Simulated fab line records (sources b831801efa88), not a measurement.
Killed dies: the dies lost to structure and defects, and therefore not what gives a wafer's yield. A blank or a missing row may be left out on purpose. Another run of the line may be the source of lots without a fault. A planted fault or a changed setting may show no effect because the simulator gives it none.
What tool caused it? ; flow gf180mcu ; 6 lots, 18 wafers sampled, at 3 steps of a route of 602

WHAT THE GAUGES SHOWED, per wafer
GF_V3_THK_MEAS_01.
lot;measured;on;V3_CVD_00_THK (nm)
L859;day 21 20:58;film_metro-02;603 600 606
L865;day 24 00:52;film_metro-03;300 589 307
L870;day 25 14:42;film_metro-03;598 605 599
L874;day 26 18:01;film_metro-03;606 595 603
L878;day 27 22:26;film_metro-01;595 608 601
L881;day 28 22:24;film_metro-03;595 597 600

EACH LOT AND THE TOOL THAT RAN IT (in order: tool; ch and the chambers of the sampled wafers; start)
lot;GF_M3_SPUTTER_03;GF_V3_CVD_00
L859;pvd_sputter-02, day 20 19:02;hdpcvd-02 ch 0,2, day 21 20:53
L865;pvd_sputter-01, day 23 01:49;hdpcvd-02 ch 1,2, day 24 00:48
L870;pvd_sputter-01, day 24 16:34;hdpcvd-01 ch 0,2, day 25 14:37
L874;pvd_sputter-04, day 25 20:11;hdpcvd-01 ch 0,2, day 26 17:52
L878;pvd_sputter-04, day 27 01:23;hdpcvd-01 ch 0,1, day 27 22:21
L881;pvd_sputter-01, day 28 02:35;hdpcvd-01 ch 0,2, day 28 22:19
- GF_M3_SPUTTER_03: material Ti, target thk 10 nm, time 6.7 s.
- GF_V3_CVD_00: deposits SiO2, target thk 600 nm, time 100 s.

THE ANSWER, worked out from the rows above alone
Rule: usual is defined by the lots themselves. The widest of any qualifying gaps counts: lots, ordered by their means at a reading, are off when they make up no more than a third of the lots, leave a main group of 4 or more, and stand apart from it by 3 or more times the standard deviation of that group's means. A main group whose means are all the same, to the digits that the tables above print for the reading, isn't used. A lot without any number at a reading at which 4 lots or more have one is off too. Where the step has rows for the other lots, those lots are counted as sound.
Off: L865, seen at GF_V3_THK_MEAS_01 (V3_CVD_00_THK). For the main group the mean is 601 nm and the standard deviation 1.9.
A tool fits if, at a process step before that reading, it ran every lot that is off, and no sound lot after the first of them. Those tools and the gauges at GF_V3_THK_MEAS_01 are tried in the same way. One candidate fits, namely hdpcvd-02 at GF_V3_CVD_00. A fault onset in the window from L859 (day 21 20:53, its last sound lot) to L865 (day 24 00:48, its first lot off) fits.

WHAT WAS PUT IN BY THE SIMULATOR
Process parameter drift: hdpcvd-02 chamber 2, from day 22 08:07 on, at GF_V3_CVD_00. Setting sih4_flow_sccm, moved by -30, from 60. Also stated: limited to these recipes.
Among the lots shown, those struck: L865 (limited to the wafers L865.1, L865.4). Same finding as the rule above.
